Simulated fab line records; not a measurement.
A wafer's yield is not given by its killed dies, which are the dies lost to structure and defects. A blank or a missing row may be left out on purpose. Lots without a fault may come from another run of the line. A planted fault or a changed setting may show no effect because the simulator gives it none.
fab line records	flow sky130
record lots=24	wafers=72	lastDay=50
route steps=708 shown FIELD_ISO@3 VT_ADJUST_HVTP@95 VT_ADJUST_PCH@152 VIA1@459 VIA2@531 PAD_OPEN@701
lots that met no fault: from a run of the same line without faults
startH: hours from the record's first day to the start of the lot's first wafer shown	waitH: how many hours have passed since the lot's step before this one	" identical to the entry in the row above	L1.1+2: one row covering several wafers at once	- no value, or no start was given	* or withheld: withheld	< > ~ a bound
route shown NAME@n: names a module that has steps shown in the file, with the first one's number in the route	usual: mean and standard deviation over wafers with no fault	same: alike in all rows	chamber/n: place in a boat	sites: the reading at each site	_std_site: standard deviation of those values	_edge_site: mean of outer sites minus mean of inner sites	radiusMm: for every site, how far away it sits from the centre of the wafer	mask NAME#n: copy n	behind: the tool/chamber that last shaped the wafer	hold: cause of the lot's hold/its duration in hours/its outcome	device: the n, p or np transistor that did not switch	end of line: the tests these same wafers got at the end of their route	step lacking rows: just its recipe	killed: count of dies lost to structure and defects at first sort (not the wafer's yield)	map: a wafer's dies, x killed, . not, _ none there
set.NAME: the setting that was run; set.NAME@STEP: the one run at that earlier step	model.NAME: the simulator's own value behind a step, which no gauge read
route steps across a sampled set of lots; one table per step, one row per wafer
services: a tool's chamber out of use, with start hour (startH, from the record's first day; less than 0 if before it), hours out, and reason
## steps
# step SKY_FIELD_ISO_THK_MEAS_02
# recipe reads=SiO2_of_FIELD_ISO_OXIDATION_01
# usual FIELD_ISO_OXIDATION_00_THK=12.12/0.24
lot.wafer	tool	chamber	startH	waitH	FIELD_ISO_OXIDATION_00_THK[nm]
L074.1	filmMetro-03	-	12.86	0.0	12.32
L074.2	"	-	"	"	12.11
L074.4	"	-	"	"	11.93
L075.2	filmMetro-03	-	19.23	0.0	12.03
L075.4	"	-	"	"	12.07
L075.5	"	-	"	"	11.91
L076.1	filmMetro-03	-	23.64	0.0	11.85
L076.5	"	-	"	"	11.84
L076.6	"	-	"	"	11.87
L077.4	filmMetro-03	-	29.28	0.0	12.17
L077.5	"	-	"	"	12.19
L077.6	"	-	"	"	11.96
L078.1	filmMetro-04	-	33.63	0.0	11.64
L078.4	"	-	"	"	11.80
L078.6	"	-	"	"	11.87
L079.1	filmMetro-02	-	37.78	0.0	11.98
L079.3	"	-	"	"	11.99
L079.6	"	-	"	"	12.04
L080.1	filmMetro-03	-	42.20	0.0	11.83
L080.4	"	-	"	"	11.64
L080.6	"	-	"	"	11.64
L081.2	filmMetro-02	-	51.89	0.0	11.96
L081.3	"	-	"	"	11.84
L081.5	"	-	"	"	11.90
L082.2	filmMetro-03	-	51.89	0.0	11.85
L082.5	"	-	"	"	11.84
L082.6	"	-	"	"	12.04
L083.1	filmMetro-02	-	61.62	0.0	12.04
L083.2	"	-	"	"	12.04
L083.5	"	-	"	"	11.97
L084.1	filmMetro-04	-	65.84	0.0	12.01
L084.3	"	-	"	"	12.16
L084.4	"	-	"	"	12.00
L085.4	filmMetro-03	-	71.52	0.0	12.04
L085.5	"	-	"	"	12.04
L085.6	"	-	"	"	12.05
L086.1	filmMetro-03	-	81.22	0.0	12.43
L086.2	"	-	"	"	12.56
L086.3	"	-	"	"	12.62
L087.2	filmMetro-02	-	81.23	0.0	12.37
L087.3	"	-	"	"	12.13
L087.5	"	-	"	"	12.20
L089.1	filmMetro-04	-	89.48	0.0	12.25
L089.5	"	-	"	"	12.07
L089.6	"	-	"	"	12.31
L088.2	filmMetro-03	-	89.49	0.0	12.11
L088.3	"	-	"	"	11.91
L088.6	"	-	"	"	12.11
L090.1	filmMetro-04	-	92.70	0.0	12.36
L090.2	"	-	"	"	12.32
L090.3	"	-	"	"	12.33
L091.1	filmMetro-04	-	97.10	0.0	11.92
L091.3	"	-	"	"	11.97
L091.6	"	-	"	"	12.01
L092.2	filmMetro-03	-	101.64	0.0	12.25
L092.3	"	-	"	"	12.39
L092.4	"	-	"	"	12.44
L093.2	filmMetro-03	-	108.87	0.0	11.93
L093.4	"	-	"	"	12.12
L093.6	"	-	"	"	12.07
L094.1	filmMetro-04	-	115.59	0.0	12.65
L094.3	"	-	"	"	12.40
L094.5	"	-	"	"	12.58
L096.2	filmMetro-02	-	124.40	0.0	12.08
L096.4	"	-	"	"	12.04
L096.5	"	-	"	"	12.06
L095.3	filmMetro-03	-	124.41	0.0	12.35
L095.4	"	-	"	"	12.36
L095.5	"	-	"	"	12.43
L097.1	filmMetro-02	-	132.48	0.0	12.55
L097.3	"	-	"	"	12.48
L097.6	"	-	"	"	12.41
# step SKY_VT_ADJUST_HVTP_STRIP_10
# recipe chemistry=O2/N2	powerW=1400	pressureMtorr=1500	platenTempC=withheld	o2FlowSccm=3000	n2FlowSccm=300	overashFraction=0.5
# usual drypumpMotorCurrentA=5.78/0.27	o2FlowSccm=3001/9.6	oesProductAu=0.716/0.0042	stripTimeToEndpointS=14.18/0.045
# same overashFraction=0.5
lot.wafer	tool	chamber	startH	waitH	drypumpMotorCurrentA	o2FlowSccm	oesProductAu	rfHoursCounterH	stripTimeToEndpointS
L074.1	plasmaAsher-03	0	118.30	0.1	5.83	2995	0.714	45	14.21
L074.2	"	1	"	"	6.21	3004	0.711	45	14.20
L074.4	"	0	"	"	5.82	2988	0.716	-	14.14
L075.2	plasmaAsher-03	1	123.95	0.1	6.19	3008	0.715	46	14.21
L075.4	"	1	"	"	6.19	2998	0.719	-	14.22
L075.5	"	1	"	"	6.19	3018	0.721	-	14.23
L076.1	plasmaAsher-04	0	140.66	0.1	5.85	3003	0.715	2	14.24
L076.5	"	1	"	"	5.73	3021	0.713	-	14.21
L076.6	"	0	"	"	5.83	2988	0.725	-	14.21
L077.4	plasmaAsher-04	0	151.24	0.1	5.84	2998	0.712	-	14.20
L077.5	"	0	"	"	5.85	2995	0.711	-	14.22
L077.6	"	1	"	"	5.69	3000	0.710	-	14.21
L078.1	plasmaAsher-03	0	173.45	0.1	5.82	3000	0.712	50	14.22
L078.4	"	0	"	"	5.81	3002	0.716	-	14.18
L078.6	"	1	"	"	6.22	2995	0.719	-	14.20
L079.1	plasmaAsher-03	1	174.26	0.1	6.22	3003	0.718	51	14.13
L079.3	"	0	"	"	5.83	3013	0.715	-	14.17
L079.6	"	1	"	"	6.16	3003	0.719	-	14.19
L080.1	plasmaAsher-01	1	183.30	0.1	5.44	2991	0.717	48	14.09
L080.4	"	0	"	"	5.29	3001	0.712	-	14.10
L080.6	"	1	"	"	5.45	2997	0.714	-	14.12
L082.2	plasmaAsher-04	1	183.66	0.1	5.72	2993	0.716	6	14.19
L082.5	"	1	"	"	5.73	3010	0.713	-	14.18
L082.6	"	0	"	"	5.82	3000	0.718	-	14.19
L081.2	plasmaAsher-01	1	184.35	0.1	5.47	3005	0.714	48	14.19
L081.3	"	1	"	"	5.48	3005	0.715	-	14.22
L081.5	"	0	"	"	5.31	3007	0.716	-	14.23
L084.1	plasmaAsher-03	0	187.31	0.1	5.84	3017	0.718	52	14.27
L084.3	"	0	"	"	5.80	3004	0.720	-	14.28
L084.4	"	1	"	"	6.22	3003	0.713	-	14.30
L083.1	plasmaAsher-04	1	187.55	0.1	5.75	3006	0.711	6	14.17
L083.2	"	0	"	"	5.84	3012	0.711	6	14.19
L083.5	"	0	"	"	5.86	3009	0.715	-	14.22
L085.4	plasmaAsher-03	1	193.18	0.1	6.16	2999	0.719	-	14.13
L085.5	"	0	"	"	5.81	3013	0.707	-	14.17
L085.6	"	1	"	"	6.15	3000	0.717	-	14.12
L086.1	plasmaAsher-03	1	207.40	0.1	6.21	3004	0.719	54	14.23
L086.2	"	0	"	"	5.80	2988	0.711	54	14.17
L086.3	"	0	"	"	5.82	3001	0.713	-	14.23
L087.2	plasmaAsher-04	1	208.71	0.1	5.75	2998	0.722	8	14.14
L087.3	"	1	"	"	5.72	3000	0.719	-	14.15
L087.5	"	0	"	"	5.85	2999	0.718	-	14.15
L089.1	plasmaAsher-04	0	232.39	0.1	5.86	2986	0.717	11	14.13
L089.5	"	1	"	"	5.73	2997	0.716	-	14.14
L089.6	"	0	"	"	5.85	2989	0.716	-	14.15
L090.1	plasmaAsher-01	0	233.46	0.1	5.30	3021	0.715	53	14.27
L090.2	"	1	"	"	5.47	3009	0.706	53	14.27
L090.3	"	1	"	"	5.48	2984	0.706	-	14.25
L088.2	plasmaAsher-01	0	234.40	0.1	5.28	2993	0.710	53	14.17
L088.3	"	0	"	"	5.29	2992	0.711	-	14.16
L088.6	"	0	"	"	5.25	2985	0.721	-	14.18
L092.2	plasmaAsher-04	0	248.01	0.1	5.87	2994	0.722	13	14.15
L092.3	"	1	"	"	5.72	2985	0.724	-	14.17
L092.4	"	0	"	"	5.85	2996	0.729	-	14.20
L091.1	plasmaAsher-01	0	249.11	0.1	5.26	2994	0.712	55	14.15
L091.3	"	1	"	"	5.50	3012	0.708	-	14.17
L091.6	"	1	"	"	5.49	3002	0.711	-	14.11
L093.2	plasmaAsher-03	1	255.00	0.1	6.17	3007	0.719	57	14.20
L093.4	"	1	"	"	6.18	3011	0.724	-	14.25
L093.6	"	0	"	"	5.83	3020	0.716	-	14.18
L094.1	plasmaAsher-04	1	255.31	0.1	5.76	3004	0.718	13	14.19
L094.3	"	0	"	"	5.85	3010	0.713	-	14.15
L094.5	"	1	"	"	5.73	3002	0.710	-	14.17
L095.3	plasmaAsher-03	0	260.91	0.1	5.82	2996	0.717	-	14.14
L095.4	"	1	"	"	6.17	2998	0.711	-	14.11
L095.5	"	1	"	"	6.22	3012	0.721	-	14.13
L096.2	plasmaAsher-04	0	264.06	0.1	5.81	2989	0.712	14	14.18
L096.4	"	1	"	"	5.70	3016	0.714	-	14.18
L096.5	"	0	"	"	5.83	2997	0.719	-	14.17
L097.1	plasmaAsher-04	1	270.30	0.1	5.70	2989	0.710	15	14.16
L097.3	"	0	"	"	5.84	3022	0.726	-	14.15
L097.6	"	0	"	"	5.81	3005	0.717	-	14.17
# step SKY_VT_ADJUST_PCH_STRIP_09
# recipe chemistry=O2/N2	powerW=1400	pressureMtorr=1500	platenTempC=withheld	o2FlowSccm=3000	n2FlowSccm=300	overashFraction=0.5
# usual drypumpMotorCurrentA=5.66/0.28	o2FlowSccm=3000/8.5	oesProductAu=0.722/0.0045	stripTimeToEndpointS=36.93/0.1
# same overashFraction=0.5
lot.wafer	tool	chamber	startH	waitH	drypumpMotorCurrentA	o2FlowSccm	oesProductAu	rfHoursCounterH	stripTimeToEndpointS
L074.1	plasmaAsher-04	0	218.18	0.1	5.84	2986	0.725	9	36.91
L074.2	"	1	"	"	5.72	3000	0.718	9	36.88
L074.4	"	1	"	"	5.72	3014	0.718	-	36.91
L075.2	plasmaAsher-01	0	225.49	0.1	5.28	2999	0.723	52	36.92
L075.4	"	0	"	"	5.24	2997	0.720	-	36.90
L075.5	"	1	"	"	5.48	2990	0.721	-	36.91
L076.1	plasmaAsher-01	0	245.18	0.1	5.23	3003	0.717	55	36.77
L076.5	"	0	"	"	5.26	2993	0.724	-	36.76
L076.6	"	1	"	"	5.46	3007	0.727	-	36.79
L077.4	plasmaAsher-03	1	259.13	0.1	6.22	2997	0.723	-	36.92
L077.5	"	1	"	"	6.21	3009	0.715	-	36.99
L077.6	"	0	"	"	5.81	2994	0.718	-	36.88
L078.1	plasmaAsher-01	0	289.09	0.1	5.26	3001	0.722	59	36.86
L078.4	"	1	"	"	5.47	3008	0.725	-	36.99
L078.6	"	0	"	"	5.23	2990	0.727	-	36.91
L079.1	plasmaAsher-04	1	289.53	0.1	5.71	2988	0.720	17	37.03
L079.3	"	0	"	"	5.84	3010	0.725	-	36.94
L079.6	"	1	"	"	5.71	3001	0.726	-	36.95
L080.1	plasmaAsher-04	1	298.48	0.1	5.73	2982	0.710	18	36.86
L080.4	"	1	"	"	5.71	3001	0.729	-	36.97
L080.6	"	1	"	"	5.73	3000	0.721	-	36.80
L082.2	plasmaAsher-04	0	300.99	0.1	5.83	2991	0.716	18	36.85
L082.5	"	1	"	"	5.72	3009	0.722	-	36.95
L082.6	"	0	"	"	5.83	3003	0.721	-	36.90
L081.2	plasmaAsher-04	1	301.73	0.1	5.74	3012	0.727	18	37.08
L081.3	"	1	"	"	5.76	3000	0.718	-	37.15
L081.5	"	1	"	"	5.74	3004	0.719	-	37.02
L084.1	plasmaAsher-03	1	302.83	0.1	6.21	3005	0.725	60	36.84
L084.3	"	1	"	"	6.17	2998	0.720	-	36.81
L084.4	"	0	"	"	5.85	3018	0.716	-	36.90
L083.1	plasmaAsher-01	1	304.09	0.1	5.48	2994	0.720	61	37.14
L083.2	"	0	"	"	5.29	2995	0.725	61	37.01
L083.5	"	0	"	"	5.32	2989	0.728	-	37.11
L085.4	plasmaAsher-04	1	309.01	0.1	5.73	2999	0.719	-	36.95
L085.5	"	1	"	"	5.72	3009	0.718	-	36.91
L085.6	"	0	"	"	5.86	2994	0.726	-	36.92
L086.1	plasmaAsher-04	1	328.39	0.1	5.72	3008	0.719	21	36.93
L086.2	"	0	"	"	5.83	2986	0.722	21	37.11
L086.3	"	0	"	"	5.83	2999	0.723	-	36.91
L087.2	plasmaAsher-03	1	328.68	0.1	6.22	3007	0.719	62	36.97
L087.3	"	0	"	"	5.83	3013	0.723	-	36.98
L087.5	"	0	"	"	5.84	3013	0.717	-	36.91
L089.1	plasmaAsher-01	1	358.69	0.1	5.49	3001	0.716	66	37.03
L089.5	"	1	"	"	5.46	3003	0.729	-	37.00
L089.6	"	0	"	"	5.28	2994	0.722	-	36.93
L090.1	plasmaAsher-01	0	359.53	0.1	5.28	3017	0.725	66	36.76
L090.2	"	1	"	"	5.48	3012	0.712	66	36.68
L090.3	"	1	"	"	5.46	3006	0.718	-	36.76
L088.2	plasmaAsher-01	0	360.49	0.1	5.26	3003	0.727	67	37.01
L088.3	"	1	"	"	5.49	3006	0.724	-	36.99
L088.6	"	1	"	"	5.48	3007	0.719	-	36.94
L092.2	plasmaAsher-01	0	375.44	0.1	5.27	3002	0.728	69	37.07
L092.3	"	1	"	"	5.50	3001	0.719	-	36.99
L092.4	"	0	"	"	5.30	2996	0.725	-	36.98
L091.1	plasmaAsher-04	0	378.18	0.1	5.84	2999	0.727	26	36.96
L091.3	"	0	"	"	5.83	3013	0.722	-	36.88
L091.6	"	1	"	"	5.73	3006	0.726	-	37.01
L093.2	plasmaAsher-01	1	385.58	0.1	5.47	3005	0.724	69	37.12
L093.4	"	1	"	"	5.46	3001	0.722	-	37.10
L093.6	"	1	"	"	5.48	3008	0.733	-	36.99
L094.1	plasmaAsher-04	1	385.58	0.1	5.75	2989	0.721	27	36.79
L094.3	"	1	"	"	5.75	2995	0.714	-	36.78
L094.5	"	1	"	"	5.73	2989	0.718	-	36.84
L095.3	plasmaAsher-01	1	393.88	0.1	5.48	2995	0.722	-	36.98
L095.4	"	0	"	"	5.24	2997	0.715	-	36.92
L095.5	"	1	"	"	5.46	2983	0.729	-	36.79
L096.2	plasmaAsher-03	1	396.98	0.1	6.18	3003	0.724	69	36.91
L096.4	"	0	"	"	5.80	2997	0.717	-	36.95
L096.5	"	1	"	"	6.16	3011	0.721	-	36.88
L097.1	plasmaAsher-03	1	402.98	0.1	6.19	2985	0.719	70	36.79
L097.3	"	0	"	"	5.79	2992	0.714	-	36.86
L097.6	"	1	"	"	6.16	2988	0.719	-	36.96
# step SKY_VIA1_THK_MEAS_01
# recipe reads=SiO2_of_VIA1_HDPCVD_00
# usual VIA1_HDPCVD_THK=1028/8.2
lot.wafer	tool	chamber	startH	waitH	VIA1_HDPCVD_THK[nm]
L074.1	filmMetro-02	-	752.54	0.1	1025
L074.2	"	-	"	"	1030
L074.4	"	-	"	"	1013
L075.2	filmMetro-01	-	754.83	0.1	1023
L075.4	"	-	"	"	1038
L075.5	"	-	"	"	1016
L076.1	filmMetro-01	-	780.11	0.1	1020
L076.5	"	-	"	"	1015
L076.6	"	-	"	"	1025
L077.4	filmMetro-03	-	794.37	0.0	1029
L077.5	"	-	"	"	1031
L077.6	"	-	"	"	1027
L078.1	filmMetro-01	-	827.10	0.1	1043
L078.4	"	-	"	"	1020
L078.6	"	-	"	"	1044
L079.1	filmMetro-01	-	828.36	0.1	1027
L079.3	"	-	"	"	1037
L079.6	"	-	"	"	1032
L080.1	filmMetro-01	-	836.74	0.1	1019
L080.4	"	-	"	"	1044
L080.6	"	-	"	"	1027
L082.2	filmMetro-03	-	843.59	0.1	1040
L082.5	"	-	"	"	1038
L082.6	"	-	"	"	1037
L081.2	filmMetro-01	-	845.76	0.1	1021
L081.3	"	-	"	"	1025
L081.5	"	-	"	"	1028
L083.1	filmMetro-03	-	846.78	0.1	1027
L083.2	"	-	"	"	1027
L083.5	"	-	"	"	1038
L084.1	filmMetro-02	-	847.98	0.1	1030
L084.3	"	-	"	"	1035
L084.4	"	-	"	"	1038
L085.4	filmMetro-03	-	848.69	0.0	1028
L085.5	"	-	"	"	1027
L085.6	"	-	"	"	1031
L087.2	filmMetro-01	-	874.43	0.1	1005
L087.3	"	-	"	"	1033
L087.5	"	-	"	"	1024
L086.1	filmMetro-02	-	877.19	0.1	1020
L086.2	"	-	"	"	1026
L086.3	"	-	"	"	1017
L090.1	filmMetro-02	-	897.49	0.1	1025
L090.2	"	-	"	"	1040
L090.3	"	-	"	"	1037
L088.2	filmMetro-01	-	899.94	0.1	1018
L088.3	"	-	"	"	1037
L088.6	"	-	"	"	1026
L089.1	filmMetro-03	-	900.87	0.1	1031
L089.5	"	-	"	"	1028
L089.6	"	-	"	"	1026
L092.2	filmMetro-03	-	911.52	0.1	1025
L092.3	"	-	"	"	1034
L092.4	"	-	"	"	1026
L091.1	filmMetro-03	-	911.99	0.1	1037
L091.3	"	-	"	"	1028
L091.6	"	-	"	"	1027
L093.2	filmMetro-02	-	918.44	0.1	1031
L093.4	"	-	"	"	1025
L093.6	"	-	"	"	1035
L094.1	filmMetro-03	-	920.94	0.1	1030
L094.3	"	-	"	"	1024
L094.5	"	-	"	"	1022
L096.2	filmMetro-03	-	929.35	0.1	1030
L096.4	"	-	"	"	1028
L096.5	"	-	"	"	1030
L095.3	filmMetro-02	-	933.53	0.1	1029
L095.4	"	-	"	"	1018
L095.5	"	-	"	"	1017
L097.1	filmMetro-01	-	937.18	0.1	1029
L097.3	"	-	"	"	1025
L097.6	"	-	"	"	1022
# step SKY_VIA2_CMP_24
# recipe stopOn=SiO2	tOverpolishS=20	downForcePsi=3.5	platenRpm=60	targetThkNm=0	padVelocityMS=0.94248
# usual motorCurrentA=10.9/1.3	overpolishRunS=19.999/0.0097	timeToEndpointS=99/5.3
# same tOverpolishS=20
lot.wafer	tool	chamber	startH	waitH	motorCurrentA	overpolishRunS	timeToEndpointS
L074.2	cmp-01	1	836.54	0.1	9.9	20.008	99
L074.1	"	2	"	"	12.9	19.985	103
L074.4	"	3	"	"	12.1	19.999	110
L075.2	cmp-02	1	839.82	0.1	9.3	20.016	96
L075.4	"	2	"	"	10.0	19.998	109
L075.5	"	3	"	"	11.9	19.983	107
L076.1	cmp-01	3	864.17	0.1	11.6	19.987	109
L076.6	"	3	"	"	12.5	19.999	111
L076.5	"	0	"	"	9.6	20.001	98
L077.4	cmp-02	1	878.54	0.3	9.4	20.006	93
L077.5	"	3	"	"	11.2	19.988	104
L077.6	"	0	"	"	10.3	20.001	90
L078.1	cmp-01	3	910.21	0.1	12.3	20.003	100
L078.4	"	0	"	"	10.2	20.003	94
L078.6	"	2	"	"	13.1	20.003	95
L079.3	cmp-01	0	912.21	0.0	9.7	20.003	91
L079.1	"	3	"	"	11.7	20.011	101
L079.6	"	0	"	"	10.1	20.002	93
L080.4	cmp-02	0	919.32	0.1	10.1	20.010	95
L080.1	"	2	"	"	10.5	20.008	106
L080.6	"	3	"	"	12.0	20.003	105
L082.2	cmp-01	2	924.56	0.0	13.3	19.999	102
L082.6	"	2	"	"	13.1	20.004	102
L082.5	"	3	"	"	11.9	20.022	104
L081.3	cmp-01	2	928.25	0.0	13.5	20.006	99
L081.2	"	0	"	"	9.8	20.005	101
L081.5	"	3	"	"	12.2	20.013	105
L083.1	cmp-02	1	928.43	0.1	9.7	20.000	90
L083.2	"	2	"	"	10.5	20.016	103
L083.5	"	0	"	"	10.2	20.006	90
L084.3	cmp-02	2	929.30	0.0	10.4	20.011	103
L084.4	"	0	"	"	10.0	20.005	91
L084.1	"	1	"	"	9.8	20.004	91
L085.4	cmp-02	3	930.49	0.0	12.0	19.991	97
L085.5	"	3	"	"	11.5	19.990	101
L085.6	"	0	"	"	10.2	20.007	89
L087.3	cmp-01	1	954.03	0.1	10.3	20.005	94
L087.2	"	2	"	"	13.6	20.000	95
L087.5	"	0	"	"	9.6	19.995	94
L086.3	cmp-01	0	957.47	0.1	9.8	19.996	96
L086.2	"	1	"	"	9.9	20.009	95
L086.1	"	2	"	"	13.4	20.000	98
L090.3	cmp-02	0	975.76	0.0	10.9	19.996	90
L090.1	"	1	"	"	8.8	20.015	92
L090.2	"	3	"	"	12.0	19.987	106
L088.3	cmp-02	3	977.33	0.0	12.1	19.991	104
L088.2	"	2	"	"	10.6	20.002	105
L088.6	"	3	"	"	11.6	19.996	104
L089.1	cmp-01	1	978.71	0.2	9.6	20.000	101
L089.6	"	2	"	"	13.4	19.995	100
L089.5	"	3	"	"	12.9	20.007	105
L092.4	cmp-01	0	990.24	0.0	10.6	20.008	97
L092.3	"	1	"	"	10.1	19.987	95
L092.2	"	3	"	"	12.3	19.993	107
L091.3	cmp-02	0	990.70	0.1	10.2	19.995	95
L091.1	"	1	"	"	9.7	20.007	95
L091.6	"	1	"	"	9.7	20.005	93
L093.4	cmp-02	0	995.14	0.1	10.6	20.008	93
L093.2	"	1	"	"	9.6	20.000	95
L093.6	"	0	"	"	10.4	20.001	95
L094.1	cmp-01	1	996.83	0.1	10.1	20.003	98
L094.3	"	3	"	"	12.6	20.006	103
L094.5	"	1	"	"	9.5	19.993	96
L096.2	cmp-01	1	1004.87	0.1	10.3	19.992	94
L096.4	"	3	"	"	11.8	19.995	99
L096.5	"	1	"	"	9.4	19.983	98
L095.3	cmp-02	2	1009.39	0.1	9.8	20.004	104
L095.4	"	3	"	"	11.6	20.012	106
L095.5	"	1	"	"	9.3	20.004	95
L097.3	cmp-02	3	1014.04	0.0	11.7	20.002	104
L097.1	"	0	"	"	10.2	19.992	94
L097.6	"	3	"	"	11.6	20.007	106
# step SKY_PAD_OPEN_ETCH_07
# recipe chemistry=CF4/O2	targetDepthNm=725	stopOn=AlCu	sourceW=800	biasW=150	pressureMtorr=150	cf4FlowSccm=80	O2_flow_sccm=10	timeS=156.8
# usual drypumpMotorCurrentA=5.6/0.38	oesProductAu=0.987/0.0071	throttleValvePct=5.968/0.0088
lot.wafer	tool	chamber	startH	waitH	drypumpMotorCurrentA	oesProductAu	rfHoursCounterH	throttleValvePct
L074.1	rieDiel-01	0	1058.31	-	5.9	0.989	13	5.961
L074.2	"	3	"	"	5.8	0.969	23	5.972
L074.4	"	1	"	"	5.3	0.999	10	5.974
L075.2	rieDiel-03	1	1061.45	-	5.1	1.002	24	5.970
L075.4	"	0	"	"	5.2	0.995	19	5.974
L075.5	"	1	"	"	5.1	0.998	-	5.960
L076.1	rieDiel-04	0	1080.65	-	5.8	0.978	16	5.962
L076.5	"	3	"	"	5.5	0.979	-	5.967
L076.6	"	2	"	"	5.0	0.994	-	5.978
L077.4	rieDiel-01	2	1092.79	-	5.3	0.998	-	5.971
L077.5	"	3	"	"	5.8	0.983	-	5.981
L077.6	"	0	"	"	5.9	1.002	-	5.977
L078.1	rieDiel-01	2	1120.99	-	5.3	0.976	8	5.974
L078.4	"	0	"	"	5.9	0.982	-	5.966
L078.6	"	2	"	"	5.4	0.986	-	5.958
L079.1	rieDiel-04	2	1121.61	-	5.0	0.990	27	5.963
L079.3	"	0	"	"	5.8	0.996	17	5.967
L079.6	"	3	"	"	5.6	0.982	-	5.968
L080.1	rieDiel-03	2	1128.09	-	6.0	0.995	26	5.982
L080.4	"	0	"	"	5.2	0.995	21	5.961
L080.6	"	1	"	"	5.1	0.998	-	5.975
L082.2	rieDiel-04	0	1134.60	-	5.8	0.983	18	5.966
L082.5	"	2	"	"	5.0	0.990	-	5.984
L082.6	"	1	"	"	5.8	0.985	-	5.977
L081.2	rieDiel-04	3	1138.55	-	5.6	0.981	16	5.974
L081.3	"	1	"	"	5.8	0.986	21	5.978
L081.5	"	0	"	"	5.9	0.993	-	5.964
L083.1	rieDiel-01	1	1138.64	-	5.4	0.983	13	5.970
L083.2	"	2	"	"	5.3	0.977	9	5.962
L083.5	"	1	"	"	5.4	0.995	-	5.983
L084.1	rieDiel-04	3	1139.01	-	5.5	0.970	16	5.954
L084.3	"	0	"	"	5.8	0.986	18	5.959
L084.4	"	1	"	"	5.8	0.977	21	5.970
L085.4	rieDiel-03	3	1139.79	-	6.2	0.999	6	5.985
L085.5	"	1	"	"	5.1	0.995	-	5.962
L085.6	"	2	"	"	6.0	1.000	-	5.972
L087.2	rieDiel-01	2	1153.25	-	5.3	0.976	10	5.947
L087.3	"	1	"	"	5.3	0.983	14	5.974
L087.5	"	1	"	"	5.3	0.985	-	5.954
L086.1	rieDiel-03	1	1156.60	-	5.1	0.990	27	5.972
L086.2	"	2	"	"	6.0	0.985	27	5.987
L086.3	"	3	"	"	6.2	0.995	6	5.978
L090.1	rieDiel-03	2	1171.30	-	6.0	0.987	28	5.981
L090.2	"	0	"	"	5.2	0.975	23	5.981
L090.3	"	1	"	"	5.1	0.987	28	5.975
L088.2	rieDiel-03	3	1174.26	-	6.2	0.978	7	5.961
L088.3	"	0	"	"	5.2	0.981	23	5.967
L088.6	"	3	"	"	6.2	0.992	-	5.959
L089.1	rieDiel-01	2	1174.96	-	5.3	0.991	11	5.952
L089.5	"	0	"	"	5.9	1.000	-	5.985
L089.6	"	2	"	"	5.3	0.980	-	5.967
L092.2	rieDiel-04	1	1180.84	-	5.8	0.970	23	5.973
L092.3	"	0	"	"	5.8	0.983	19	5.980
L092.4	"	2	"	"	5.0	0.980	30	5.955
L091.1	rieDiel-03	0	1183.15	-	5.2	0.984	23	5.964
L091.3	"	2	"	"	6.0	0.994	28	5.967
L091.6	"	2	"	"	6.0	0.989	-	5.981
L093.2	rieDiel-03	2	1184.41	-	6.0	0.990	28	5.951
L093.4	"	0	"	"	5.2	0.990	23	5.968
L093.6	"	3	"	"	6.2	0.990	-	5.979
L094.1	rieDiel-01	2	1185.86	-	5.3	0.978	11	5.971
L094.3	"	3	"	"	5.8	0.973	25	5.964
L094.5	"	1	"	"	5.3	0.991	-	5.974
L096.2	rieDiel-01	0	1193.54	-	5.9	0.993	20	5.995
L096.4	"	1	"	"	5.3	0.997	16	5.972
L096.5	"	3	"	"	5.8	0.989	-	5.962
L095.3	rieDiel-01	0	1195.80	-	5.9	0.991	20	5.969
L095.4	"	2	"	"	5.3	0.991	12	5.965
L095.5	"	3	"	"	5.8	0.993	-	5.975
L097.1	rieDiel-03	3	1199.65	-	6.2	0.998	8	5.980
L097.3	"	0	"	"	5.2	0.986	24	5.945
L097.6	"	3	"	"	6.2	0.993	-	5.975
## services
tool	chamber	startH	hours	kind
plasmaAsher-04	-	108.75	9.0	pm
plasmaAsher-03	-	235.53	15.6	pm
plasmaAsher-01	-	258.44	1.0	repair
plasmaAsher-03	-	288.07	14.6	pm
plasmaAsher-03	-	307.60	5.5	repair
plasmaAsher-03	-	312.67	4.0	repair
plasmaAsher-03	-	421.26	9.0	pm
plasmaAsher-03	-	458.41	2.8	pm
plasmaAsher-04	-	469.09	1.9	repair
plasmaAsher-04	-	582.39	2.9	repair
plasmaAsher-04	-	623.84	4.4	repair
plasmaAsher-04	-	628.22	6.1	pm
plasmaAsher-01	-	635.74	2.8	pm
plasmaAsher-01	-	690.48	2.2	repair
plasmaAsher-01	-	732.02	1.7	repair
plasmaAsher-01	-	733.75	9.0	pm
plasmaAsher-01	-	758.94	2.8	repair
plasmaAsher-01	-	782.19	2.0	repair
plasmaAsher-03	-	881.48	0.7	repair
plasmaAsher-03	-	936.46	2.5	repair
plasmaAsher-01	-	966.93	14.9	repair
plasmaAsher-04	-	1142.10	2.8	pm
plasmaAsher-04	-	1183.41	0.4	repair
plasmaAsher-04	-	1185.86	0.7	repair
## key
fault none
